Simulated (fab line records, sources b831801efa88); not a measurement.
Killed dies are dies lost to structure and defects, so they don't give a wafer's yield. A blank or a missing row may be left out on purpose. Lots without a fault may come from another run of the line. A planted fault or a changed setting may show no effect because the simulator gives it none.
Split-lot experiment | flow sfq_line | 5 lots, 23 wafers read, on a route of 325 steps

THE SPLIT
At SFQ_TRILAYER_I3_VIA_LITHO_COAT_090 (resist thk 62 nm), the setting spin_rpm was moved away from the recipe's 3000 rpm on 8 of the 23 wafers read, by -6.8% to +4.6%. The other wafers ran this setting at the recipe's value.

The reading is taken at the split's own step.

THE READING
BARC_of_TRILAYER_I3_VIA_LITHO_COAT_090.thk_nm (the simulator's own value, which no gauge read), in nm, at SFQ_TRILAYER_I3_VIA_LITHO_COAT_090 (resist thk 62 nm). The file gives no usual value for it. The 15 wafers here that ran the recipe average 61.93 nm, standard deviation 0.093 nm.

wafer  | tool, chamber at the split | spin_rpm as run, rpm | against the recipe | BARC_of_TRILAYER_I3_VIA_LITHO_COAT_090.thk_nm, nm | against lot-mates on the recipe
L074.1 | litho_track-01, 0          | 3000                 | recipe             | 61.78                                             | -
L074.2 | litho_track-01, 0          | 3137                 | +4.6%              | 60.5                                              | -1.43
L074.4 | litho_track-01, 0          | 3000                 | recipe             | 61.94                                             | -
L074.5 | litho_track-01, 0          | 3137                 | +4.6%              | 60.65                                             | -1.28
L074.6 | litho_track-01, 0          | 3000                 | recipe             | 62.06                                             | -
L077.4 | litho_track-01, 0          | 3000                 | recipe             | 61.84                                             | -
L077.5 | litho_track-01, 0          | 3000                 | recipe             | 62.09                                             | -
L077.6 | litho_track-01, 0          | 3000                 | recipe             | 62.04                                             | -
L078.1 | litho_track-03, 0          | 2797                 | -6.8%              | 64.21                                             | +2.30
L078.2 | litho_track-03, 0          | 2797                 | -6.8%              | 64.1                                              | +2.19
L078.4 | litho_track-03, 0          | 3000                 | recipe             | 61.99                                             | -
L078.5 | litho_track-03, 0          | 2797                 | -6.8%              | 64.16                                             | +2.25
L078.6 | litho_track-03, 0          | 3000                 | recipe             | 61.83                                             | -
L080.1 | litho_track-04, 0          | 2798                 | -6.7%              | 64.15                                             | +2.22
L080.3 | litho_track-04, 0          | 3000                 | recipe             | 62.01                                             | -
L080.4 | litho_track-04, 0          | 2798                 | -6.7%              | 64.06                                             | +2.12
L080.5 | litho_track-04, 0          | 2798                 | -6.7%              | 63.94                                             | +2.00
L080.6 | litho_track-04, 0          | 3000                 | recipe             | 61.86                                             | -
L084.1 | litho_track-04, 0          | 3000                 | recipe             | 61.82                                             | -
L084.2 | litho_track-04, 0          | 3000                 | recipe             | 61.95                                             | -
L084.3 | litho_track-04, 0          | 3000                 | recipe             | 61.99                                             | -
L084.5 | litho_track-04, 0          | 3000                 | recipe             | 61.94                                             | -
L084.6 | litho_track-04, 0          | 3000                 | recipe             | 61.86                                             | -

THE FIT
A straight line over all 23 wafers: BARC_of_TRILAYER_I3_VIA_LITHO_COAT_090.thk_nm changes by -0.317 nm for each +1% of spin_rpm; r = -1.00; the points scatter about the line by 0.098 nm.
The same after taking each lot's own level away (the mean of its wafers on the recipe; 23 wafers): -0.318 nm for each +1%; r = -1.00; scatter 0.097 nm.
On that fit, the largest move of spin_rpm shifts the reading by 2.1 nm.
The lots' own levels span 61.910 to 61.990 nm, that is 0.9 times the standard deviation above.
So the lot-to-lot level changes the slope little: the two slopes agree.
Check: with one of the wafers moved furthest among these (-6.8%) left out of the fit, the line predicts +2.14 nm for it against its lot-mates. It came out at +2.3 nm against them.

OTHER SPLITS ON THESE WAFERS
These wafers also went through other splits before the reading. Each is held against what the fit with the lots' levels taken away leaves over:
other split on the same wafers                    | wafers away from the commonest value | r with BARC_of_TRILAYER_I3_VIA_LITHO_COAT_090.thk_nm (lot level and that fit taken away)
SFQ_TRILAYER_M2_LITHO_PEB_060 peb_time_s          | 10                                   | -0.04
SFQ_TRILAYER_I2_DEP_PECVD_063 time_s              | 5                                    | +0.40
SFQ_TRILAYER_I2_VIA_LITHO_COAT_072 resist_thk_nm  | 4                                    | -0.28
SFQ_TRILAYER_I2_VIA_BARC_OPEN_VIA_ETCH_096 bias_w | 4                                    | +0.02
SFQ_TRILAYER_M3_LITHO_COAT_080 resist_thk_nm      | 11                                   | +0.16

THE FILE'S OWN FIT
BARC_of_TRILAYER_I3_VIA_LITHO_COAT_090.thk_nm changes by -0.318 nm for each +1% of spin_rpm, r = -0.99.
